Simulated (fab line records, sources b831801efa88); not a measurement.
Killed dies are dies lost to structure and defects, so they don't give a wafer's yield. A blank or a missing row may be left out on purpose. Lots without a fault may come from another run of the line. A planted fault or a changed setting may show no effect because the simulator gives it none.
Chamber matching | flow gf180mcu | GF_CONTACT_CMP_27 on cmp-02: 4 sister chambers
The step polishes, stops on SiO2, t overpolish 15 s, target thk 0 nm. 27 wafers are shown with their chamber, then 12 later ones without.

WAFERS WITH THEIR CHAMBER
wafer  | chamber | motor_current_A (A) | overpolish_run_s (s) | time_to_endpoint_s (s)
L076.3 | 0       | 10.3                | 15.016               | 72.1
L076.5 | 3       | 11.4                | 14.992               | 72.6
L076.6 | 0       | 10.9                | 15.005               | 73.9
L077.1 | 2       | 11.3                | 15.000               | 78.0
L077.2 | 0       | 10.7                | 15.003               | 75.7
L077.3 | 3       | 11.0                | 14.995               | 77.1
L080.2 | 3       | 12.0                | 15.005               | 73.8
L080.4 | 2       | 11.5                | 15.021               | 74.9
L080.5 | 1       | 10.0                | 14.983               | 74.8
L081.3 | 0       | 11.0                | 14.990               | 69.7
L081.4 | 3       | 12.1                | 15.003               | 70.1
L081.5 | 3       | 11.8                | 15.005               | 67.4
L082.1 | 0       | 10.6                | 14.995               | 72.7
L082.3 | 3       | 11.6                | 14.996               | 69.4
L082.5 | 3       | 11.6                | 14.999               | 71.4
L085.1 | 2       | 11.3                | 15.007               | 73.6
L085.2 | 3       | 11.6                | 15.004               | 71.7
L085.4 | 0       | 11.3                | 14.983               | 73.0
L087.1 | 1       | 9.5                 | 14.988               | 70.2
L087.2 | 0       | 10.6                | 14.998               | 67.3
L087.4 | 3       | 11.5                | 15.004               | 70.5
L088.2 | 1       | 9.5                 | 14.995               | 73.5
L088.3 | 2       | 11.3                | 15.014               | 73.2
L088.6 | 0       | 11.2                | 14.996               | 72.8
L089.2 | 3       | 11.7                | 14.992               | 74.2
L089.4 | 0       | 11.0                | 14.991               | 72.7
L089.6 | 3       | 12.3                | 14.985               | 76.4

SIGNATURES (means of the wafers above)
reading            | chamber 0 | chamber 1 | chamber 2 | chamber 3 | scatter within a chamber
motor_current_A    | 10.844    | 9.667     | 11.350    | 11.691    | 0.315
overpolish_run_s   | 14.99744  | 14.98867  | 15.01050  | 14.99818  | 0.00811
time_to_endpoint_s | 72.211    | 72.833    | 74.925    | 72.236    | 2.64
Rule: a wafer's distance from a chamber is the root of the sum, over the readings, of the square of ((its reading less the chamber's mean) divided by the reading's scatter). The wafer belongs to the nearest chamber; if the next one is less than 2 further off, it can't be placed. The scatter: the root of (the sum of the squares of (reading less its chamber's mean) over the shown wafers, divided by (wafers less chambers)).

WAFERS WITHOUT THEIR CHAMBER
wafer  | motor_current_A (A) | overpolish_run_s (s) | time_to_endpoint_s (s)
L091.3 | 11.7                | 15.007               | 72.2
L091.4 | 10.4                | 14.993               | 66.6
L091.5 | 10.1                | 15.002               | 72.2
L092.1 | 11.8                | 14.985               | 67.8
L092.3 | 10.0                | 15.000               | 72.5
L092.6 | 10.2                | 14.993               | 65.9
L093.2 | 11.7                | 15.002               | 71.6
L093.4 | 12.0                | 14.984               | 75.9
L093.6 | 12.1                | 14.998               | 72.6
L095.1 | 11.0                | 15.003               | 74.6
L095.3 | 11.9                | 14.992               | 71.6
L095.5 | 12.1                | 14.995               | 70.3

WHICH CHAMBER EACH WENT THROUGH
wafer  | from the rows above          | in truth
L091.3 | can't be placed: 3 or 2 or 0 | 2
L091.4 | can't be placed: 0 or 1      | 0
L091.5 | can't be placed: 1 or 0      | 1
L092.1 | can't be placed: 3 or 0      | 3
L092.3 | can't be placed: 1 or 0      | 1
L092.6 | can't be placed: 1 or 0      | 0
L093.2 | can't be placed: 3 or 2      | 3
L093.4 | can't be placed: 3 or 2 or 0 | 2
L093.6 | can't be placed: 3 or 2      | 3
L095.1 | can't be placed: 0 or 2 or 3 | 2
L095.3 | 3                            | 3
L095.5 | can't be placed: 3 or 2      | 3
Placed correctly: 1 of 12. Can't be placed from these rows: 11 (the true chamber is among the candidates in 11). Placed wrongly: 0.
